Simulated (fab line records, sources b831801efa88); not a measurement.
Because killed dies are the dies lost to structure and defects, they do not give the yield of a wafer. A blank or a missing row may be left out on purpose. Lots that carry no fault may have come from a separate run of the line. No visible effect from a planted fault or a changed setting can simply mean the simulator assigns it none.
Comparing a struck lot with a sound one | flow sfqLine | 41 steps out of a route of 325
Sound: these wafers, L222.2, L222.3, L222.6. Struck: wafer L226.4. (L226.6 of the same lot was not struck and is left out.) The cause comes at the end.
Order at every step that has rows: each side's tool, ch and its chambers, its first start. Under that, the readings that differ: sound wafers | struck wafers | difference of the means | sigmas: that difference in standard deviations of wafers without a fault.
alike: words and numbers the same on both sides, and readings whose means are apart by under 2 such deviations; not compared: readings that were withheld, readings missing a value for some wafer, numbers with overlapping values and no deviation given by the record, and bounds like >300 which may hide the same value.
A row with sigmas, a row that says differs or no value, or rows on one side alone: a step with any of these is where the two part. When numbers do not overlap yet have no deviation, they are printed without sigmas and do not part them. A reading that every wafer of one side lacks parts them only if that side has two wafers or more.

first, 1 step without rows for these wafers: SFQ_TRILAYER_M3_DEP_PRE_CLEAN_074 (time 22.5 s).
SFQ_TRILAYER_M3_DEP_SPUTTER_073: material Nb, target thk 200 nm, time 133.3 s.
  sound on pvdSputter-04, day 39 16:13; struck on pvdSputter-03, day 41 02:51
  alike: throttleValvePct
SFQ_M3_RS_MEAS_919: uses a four-point probe to measure.
  sound on filmMetro-02, day 39 16:19; struck on filmMetro-02, day 41 03:00
  alike: M3_NB_RS
then, 6 steps without rows for these wafers: SFQ_TRILAYER_M3_LITHO_COAT_080 (resist thk 62 nm); SFQ_TRILAYER_M3_LITHO_COAT_075 (resist thk 600 nm); SFQ_TRILAYER_M3_LITHO_SOFTBAKE_079; SFQ_TRILAYER_M3_LITHO_EXPOSE_076 (exposes mask M3, target cd 500 nm); SFQ_TRILAYER_M3_LITHO_PEB_078 (peb time 60 s); SFQ_TRILAYER_M3_LITHO_DEVELOP_077 (time 60 s).
SFQ_M3_OVL_MEAS_921:
  sound on overlay-01, day 39 20:51; struck on overlay-02, day 41 05:23
  alike: M3_OVL
SFQ_TRILAYER_M3_BARC_OPEN_METAL_ETCH_100: etches BARC in O2, target depth 125 nm, time 41.7 s.
  sound on rieMetal-03 ch 0,1, day 39 20:53; struck on rieMetal-02 ch 0, day 41 05:26
reading             | sound             | struck | difference | sigmas
oesProductAu (a.u.) | 0.686 0.682 0.689 | 0.677  | -0.009     | -2
  alike: drypumpMotorCurrentA, heBacksideLeakSccm, runLengthS
  not compared: rfHoursCounterH
SFQ_TRILAYER_M3_ETCH_METAL_ETCH_078: etches Nb in Cl2/Ar, stops on SiO2, target depth 240 nm, time 120 s.
  sound on rieMetal-03 ch 0,1, day 39 20:56; struck on rieMetal-02 ch 0, day 41 05:31
reading                                            | sound             | struck | difference | sigmas
heBacksideLeakSccm (sccm)                          | 3.38 3.32 3.12    | 3.80   | +0.53      | +2
oesProductAu (a.u.)                                | 0.885 0.899 0.901 | 0.996  | +0.101     | +13
runLengthS (s)                                     | 148.6 148.7 148.2 | 120.3  | -28.2      | -67
model.KrF_of_TRILAYER_M3_LITHO_COAT_075.thkNm (nm) | 382.8 382.7 387.6 | 417.7  | +33.3      | 
model.M3.featureDepthNm (nm)                       | 199.3 201.5 202.6 | 181.8  | -19.3      | 
model.etch.depthNm (nm)                            | 199.3 201.5 202.6 | 181.8  | -19.3      | 
  alike: drypumpMotorCurrentA
  not compared: rfHoursCounterH
SFQ_TRILAYER_M3_STRIP_STRIP_079: strips in O2.
  sound on rieMetal-03 ch 0,1, day 39 21:04; struck on rieMetal-02 ch 0, day 41 05:47
  alike: drypumpMotorCurrentA, heBacksideLeakSccm, oesProductAu
  not compared: rfHoursCounterH
then, 1 step without rows for these wafers: SFQ_TRILAYER_M3_STRIP_SOLV_CLEAN_080 (cleans in NMP, time 600 s).
SFQ_TRILAYER_I3_DEP_PECVD_081: deposits SiO2 from SiH4/N2O, time 111.11 s, target thk 500 nm.
  sound on pecvd-04 ch 0,1, day 39 21:50; struck on pecvd-02 ch 0, day 41 06:25
reading               | sound       | struck | difference | sigmas
heaterPowerOuterW (W) | 46 43 44    | 20     | -24        | -2
heaterPowerW (W)      | 105 111 112 | 75     | -34        | -2
  alike: susceptorTempC, throttleValvePct
then, 1 step without rows for these wafers: SFQ_TRILAYER_I3_CMP_CMP_082 (polishes SiO2).
SFQ_I3_BOW_MEAS_922:
  sound on filmMetro-02, day 40 21:37; struck on filmMetro-04, day 41 21:39
  alike: I3_BOW
then, 7 steps without rows for these wafers: SFQ_TRILAYER_I3_METRO_MEASURE_083; SFQ_TRILAYER_I3_VIA_LITHO_COAT_090 (resist thk 62 nm); SFQ_TRILAYER_I3_VIA_LITHO_COAT_085 (resist thk 650 nm); SFQ_TRILAYER_I3_VIA_LITHO_SOFTBAKE_089; SFQ_TRILAYER_I3_VIA_LITHO_EXPOSE_086 (exposes mask I3, target cd 500 nm); SFQ_TRILAYER_I3_VIA_LITHO_PEB_088 (peb time 60 s); SFQ_TRILAYER_I3_VIA_LITHO_DEVELOP_087 (time 60 s).
-- the record jumps here: 6 days lie between the struck wafers' starts before and after --
SFQ_I3_OVL_MEAS_923:
  sound on overlay-02, day 46 10:11; struck on overlay-02, day 47 16:15
  alike: I3_OVL
then, 1 step without rows for these wafers: SFQ_TRILAYER_I3_VIA_BARC_OPEN_VIA_ETCH_121 (etches BARC in O2, target depth 125 nm, time 41.7 s).
SFQ_TRILAYER_I3_VIA_ETCH_VIA_ETCH_088: etches SiO2 in CHF3, stops on Nb, target depth 260 nm.
  sound on rieDiel-03 ch 1,2,3, day 46 10:15; struck on rieDiel-03 ch 2, day 47 16:19
reading             | sound             | struck | difference | sigmas
oesProductAu (a.u.) | 0.842 0.850 0.852 | 0.860  | +0.012     | +2
  alike: drypumpMotorCurrentA
then, 4 steps without rows for these wafers: SFQ_TRILAYER_I3_VIA_STRIP_STRIP_089 (strips in O2); SFQ_TRILAYER_I3_VIA_STRIP_SOLV_CLEAN_090 (cleans in NMP, time 600 s); SFQ_TRILAYER_M4_DEP_PRE_CLEAN_092 (time 22.5 s); SFQ_TRILAYER_M4_DEP_SPUTTER_091 (material Nb, target thk 200 nm, time 133.3 s).
SFQ_M4_RS_MEAS_924: uses a four-point probe to measure.
  sound on filmMetro-01, day 46 11:17; struck on filmMetro-01, day 47 17:23
  alike: M4_NB_RS
then, 6 steps without rows for these wafers: SFQ_TRILAYER_M4_LITHO_COAT_098 (resist thk 62 nm); SFQ_TRILAYER_M4_LITHO_COAT_093 (resist thk 600 nm); SFQ_TRILAYER_M4_LITHO_SOFTBAKE_097; SFQ_TRILAYER_M4_LITHO_EXPOSE_094 (exposes mask M4, target cd 500 nm); SFQ_TRILAYER_M4_LITHO_PEB_096 (peb time 60 s); SFQ_TRILAYER_M4_LITHO_DEVELOP_095 (time 60 s).
-- the record jumps here: 6 days lie between the struck wafers' starts before and after --
SFQ_M4_OVL_MEAS_926:
  sound on overlay-01, day 52 04:17; struck on overlay-01, day 53 09:22
reading     | sound  | struck | difference | sigmas
M4_OVL (nm) | 9 8 10 | -12    | -21        | -3
then, 1 step without rows for these wafers: SFQ_TRILAYER_M4_BARC_OPEN_METAL_ETCH_123 (etches BARC in O2, target depth 125 nm, time 41.7 s).
-- the record jumps here: 26 days lie between the struck wafers' starts before and after --
SFQ_M8_BOW_MEAS_951:
  sound on filmMetro-01, day 78 00:56; struck on filmMetro-03, day 79 12:08
reading                     | sound    | struck | difference | sigmas
model.etest.m3.combLog10Ohm | 12 12 12 | 0      | -12        | 
  alike: M8_BOW

## WHERE THEY PART
At SFQ_TRILAYER_M3_BARC_OPEN_METAL_ETCH_100 first; at SFQ_M4_OVL_MEAS_926 last (within this record only). Later steps at which nothing parts them and some readings are alike: SFQ_M8_BOW_MEAS_951.

WHY: whatever the simulator had introduced
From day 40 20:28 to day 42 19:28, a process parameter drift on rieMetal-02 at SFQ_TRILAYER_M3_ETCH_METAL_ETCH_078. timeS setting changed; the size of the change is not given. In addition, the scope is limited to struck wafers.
